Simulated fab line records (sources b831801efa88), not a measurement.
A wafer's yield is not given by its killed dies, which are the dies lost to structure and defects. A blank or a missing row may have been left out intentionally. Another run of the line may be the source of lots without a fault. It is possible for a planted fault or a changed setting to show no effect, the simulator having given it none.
Which tool was responsible? / flow gf180mcu / 14 lots with 42 wafers sampled at 4 steps, on a route of 602 steps

## WHAT THE GAUGES READ, wafer by wafer
GF_HV_LDD_TW_MEAS_50. Usual: HV_LDD_4_TW 570, standard deviation 4.5.
lot=L535; measured=day 12 08:11; on=film-metro-04; HV_LDD_4_TW=573 575 576; flag=
lot=L536; measured=day 12 16:27; on=film-metro-04; HV_LDD_4_TW=573 573 576; flag=
lot=L537; measured=day 13 03:46; on=film-metro-04; HV_LDD_4_TW=574 575 574; flag=
lot=L538; measured=day 13 08:18; on=film-metro-01; HV_LDD_4_TW=573 568 569; flag=
lot=L539; measured=day 13 17:22; on=film-metro-01; HV_LDD_4_TW=568 572 568; flag=
lot=L542; measured=day 14 17:36; on=film-metro-01; HV_LDD_4_TW=570 569 568; flag=
lot=L543; measured=day 15 02:32; on=film-metro-02; HV_LDD_4_TW=563 565 568; flag=
lot=L544; measured=day 15 09:23; on=film-metro-01; HV_LDD_4_TW=566 568 566; flag=
lot=L545; measured=day 15 17:29; on=film-metro-04; HV_LDD_4_TW=573 575 574; flag=
lot=L548; measured=day 16 21:26; on=film-metro-01; HV_LDD_4_TW=573 567 569; flag=
lot=L549; measured=day 17 03:55; on=film-metro-04; HV_LDD_4_TW=575 575 573; flag=
lot=L556; measured=day 19 14:02; on=film-metro-02; HV_LDD_4_TW=510 510 509 509 511 512; flag=OFF
lot=L557; measured=day 20 05:54; on=film-metro-04; HV_LDD_4_TW=525 523 524 526 524 528; flag=OFF
lot=L558; measured=day 20 06:04; on=film-metro-01; HV_LDD_4_TW=570 569 568; flag=

GF_M3_CD_MEAS_14 targets a cd of 280 nm. Usual: cd-nm 280.1 nm, standard deviation 1.4.
lot=L535; measured=day 21 06:13; on=cd-sem-01; cd-nm (nm)=278.7 279.0 278.5; flag=
lot=L536; measured=day 21 13:21; on=cd-sem-02; cd-nm (nm)=280.3 278.7 278.8; flag=
lot=L537; measured=day 22 03:43; on=cd-sem-02; cd-nm (nm)=277.9 277.3 278.0; flag=
lot=L538; measured=day 22 11:10; on=cd-sem-01; cd-nm (nm)=280.8 279.6 280.4; flag=
lot=L539; measured=day 22 18:38; on=cd-sem-02; cd-nm (nm)=276.6 277.9 277.2; flag=
lot=L542; measured=day 23 22:08; on=cd-sem-01; cd-nm (nm)=279.4 278.0 279.6; flag=
lot=L543; measured=day 24 09:06; on=cd-sem-02; cd-nm (nm)=279.3 278.8 279.0; flag=
lot=L544; measured=day 24 12:56; on=cd-sem-01; cd-nm (nm)=280.0 281.1 281.4; flag=
lot=L545; measured=day 24 23:39; on=cd-sem-01; cd-nm (nm)=282.7 284.1 281.7; flag=
lot=L548; measured=day 26 03:42; on=cd-sem-02; cd-nm (nm)=281.1 282.3 281.2; flag=
lot=L549; measured=day 26 06:48; on=cd-sem-02; cd-nm (nm)=279.7 280.0 279.6; flag=
lot=L557; measured=day 29 00:59; on=cd-sem-01; cd-nm (nm)=280.1 279.9 279.1; flag=
lot=L558; measured=day 28 23:20; on=cd-sem-02; cd-nm (nm)=281.2 280.5 280.3; flag=

## TOOL THAT RAN EACH LOT (tool first, then ch and the chambers of the sampled wafers, then the start)
lot=L535; GF_HV_LDD_IMPLANT_48=implanter-02 ch 0, day 12 07:57; GF_V2_CVD_23=cvd-w-02 ch 0, day 20 05:34
lot=L536; GF_HV_LDD_IMPLANT_48=implanter-02 ch 0, day 12 16:12; GF_V2_CVD_23=cvd-w-01 ch 0,1, day 20 12:54
lot=L537; GF_HV_LDD_IMPLANT_48=implanter-02 ch 0, day 13 03:32; GF_V2_CVD_23=cvd-w-02 ch 0,1, day 21 03:11
lot=L538; GF_HV_LDD_IMPLANT_48=implanter-02 ch 0, day 13 08:06; GF_V2_CVD_23=cvd-w-01 ch 0,1, day 21 11:19
lot=L539; GF_HV_LDD_IMPLANT_48=implanter-02 ch 0, day 13 17:07; GF_V2_CVD_23=cvd-w-02 ch 0,1, day 21 18:37
lot=L542; GF_HV_LDD_IMPLANT_48=implanter-03 ch 0, day 14 17:21; GF_V2_CVD_23=cvd-w-01 ch 0,1, day 22 22:36
lot=L543; GF_HV_LDD_IMPLANT_48=implanter-02 ch 0, day 15 02:18; GF_V2_CVD_23=cvd-w-02 ch 0,1, day 23 09:31
lot=L544; GF_HV_LDD_IMPLANT_48=implanter-04 ch 0, day 15 09:10; GF_V2_CVD_23=cvd-w-02 ch 0,1, day 23 13:49
lot=L545; GF_HV_LDD_IMPLANT_48=implanter-02 ch 0, day 15 17:15; GF_V2_CVD_23=cvd-w-02 ch 0,1, day 24 01:44
lot=L548; GF_HV_LDD_IMPLANT_48=implanter-03 ch 0, day 16 21:12; GF_V2_CVD_23=cvd-w-02 ch 0,1, day 25 05:58
lot=L549; GF_HV_LDD_IMPLANT_48=implanter-04 ch 0, day 17 03:41; GF_V2_CVD_23=cvd-w-02 ch 0,1, day 25 09:20
lot=L556; GF_HV_LDD_IMPLANT_48=implanter-03 ch 0, day 19 13:48; GF_V2_CVD_23=-
lot=L557; GF_HV_LDD_IMPLANT_48=implanter-03 ch 0, day 20 05:39; GF_V2_CVD_23=cvd-w-02 ch 0, day 28 04:40
lot=L558; GF_HV_LDD_IMPLANT_48=implanter-04 ch 0, day 20 05:49; GF_V2_CVD_23=cvd-w-01 ch 0,1, day 28 02:52
- GF_HV_LDD_IMPLANT_48
- GF_V2_CVD_23: deposits W, target thk 350 nm, time 104.94 s.

## AS READ BY THE TOOLS THEMSELVES (means over the sampled wafers that have a number; for cases with no such wafer, the mark the record gives instead)
GF_HV_LDD_IMPLANT_48. Usual: beam-energy-keV 25.000, standard deviation 0.0075; end-station-pressure-torr 5.13e-06 Torr, standard deviation 2.6e-07.
lot=L535; tool=implanter-02; beam-energy-keV=24.999; end-station-pressure-torr (Torr)=5.29e-06; flag=
lot=L536; tool=implanter-02; beam-energy-keV=24.997; end-station-pressure-torr (Torr)=5.11e-06; flag=
lot=L537; tool=implanter-02; beam-energy-keV=25.005; end-station-pressure-torr (Torr)=5.32e-06; flag=
lot=L538; tool=implanter-02; beam-energy-keV=24.992; end-station-pressure-torr (Torr)=5.04e-06; flag=
lot=L539; tool=implanter-02; beam-energy-keV=24.995; end-station-pressure-torr (Torr)=4.94e-06; flag=
lot=L542; tool=implanter-03; beam-energy-keV=25.001; end-station-pressure-torr (Torr)=5.15e-06; flag=
lot=L543; tool=implanter-02; beam-energy-keV=25.014; end-station-pressure-torr (Torr)=5.04e-06; flag=
lot=L544; tool=implanter-04; beam-energy-keV=24.998; end-station-pressure-torr (Torr)=5.14e-06; flag=
lot=L545; tool=implanter-02; beam-energy-keV=24.989; end-station-pressure-torr (Torr)=5.24e-06; flag=
lot=L548; tool=implanter-03; beam-energy-keV=25.002; end-station-pressure-torr (Torr)=5.08e-06; flag=
lot=L549; tool=implanter-04; beam-energy-keV=25.005; end-station-pressure-torr (Torr)=5.29e-06; flag=
lot=L556; tool=implanter-03; beam-energy-keV=16.424; end-station-pressure-torr (Torr)=5.42e-06; flag=OFF
lot=L557; tool=implanter-03; beam-energy-keV=16.420; end-station-pressure-torr (Torr)=5.10e-06; flag=OFF
lot=L558; tool=implanter-04; beam-energy-keV=25.003; end-station-pressure-torr (Torr)=5.04e-06; flag=

GF_V2_CVD_23. Usual: heater-power-w 820 W, standard deviation 56.
lot=L535; tool=cvd-w-02; heater-power-w (W)=824; flag=
lot=L536; tool=cvd-w-01; heater-power-w (W)=751; flag=
lot=L537; tool=cvd-w-02; heater-power-w (W)=861; flag=
lot=L538; tool=cvd-w-01; heater-power-w (W)=750; flag=
lot=L539; tool=cvd-w-02; heater-power-w (W)=854; flag=
lot=L542; tool=cvd-w-01; heater-power-w (W)=763; flag=
lot=L543; tool=cvd-w-02; heater-power-w (W)=867; flag=
lot=L544; tool=cvd-w-02; heater-power-w (W)=854; flag=
lot=L545; tool=cvd-w-02; heater-power-w (W)=874; flag=
lot=L548; tool=cvd-w-02; heater-power-w (W)=881; flag=
lot=L549; tool=cvd-w-02; heater-power-w (W)=871; flag=
lot=L557; tool=cvd-w-02; heater-power-w (W)=838; flag=
lot=L558; tool=cvd-w-01; heater-power-w (W)=759; flag=

## THE ANSWER, worked out from the rows above alone
Rule: lot off if the mean of its wafers having a number is beyond 3 standard deviations from the usual mean. Also off: a lot with no number at a reading for which 4 or more lots have one. Where the step has rows for the other lots, those lots are counted as sound. The gauges are gone through in route order, then the tools' own readings, and for those a lot's mean is taken as printed above. At the first step where some lot is off, the reading lying furthest off is the one used; lots without a number count as furthest.
Off: L556, L557, at GF_HV_LDD_TW_MEAS_50 (HV_LDD_4_TW).
If a tool, at a process step before that reading, ran all the lots that are off and no sound lot after the first of them, it fits. Not tried: the gauges at GF_HV_LDD_TW_MEAS_50; whatever is off there is also off at GF_HV_LDD_IMPLANT_48, on other tools, and gauge error can't account for it. One fits: GF_HV_LDD_IMPLANT_48 on implanter-03. Its last sound lot is L548 (day 16 21:12), its first lot that is off L556 (day 19 13:48): a fault that began between those two fits.
The tool's own readings at GF_HV_LDD_IMPLANT_48 bear it out: on the lots that are off they differ by more than 5 times the standard deviation of the sound lots' means. beam-energy-keV reads 16.422 there against 25.000 on the sound lots.

## WHAT WAS PUT IN BY THE SIMULATOR
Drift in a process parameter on implanter-03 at GF_HV_LDD_IMPLANT_48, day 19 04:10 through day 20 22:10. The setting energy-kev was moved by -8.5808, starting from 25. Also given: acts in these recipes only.
Lots struck among those shown: L556, L557. This agrees with what the rule above found.
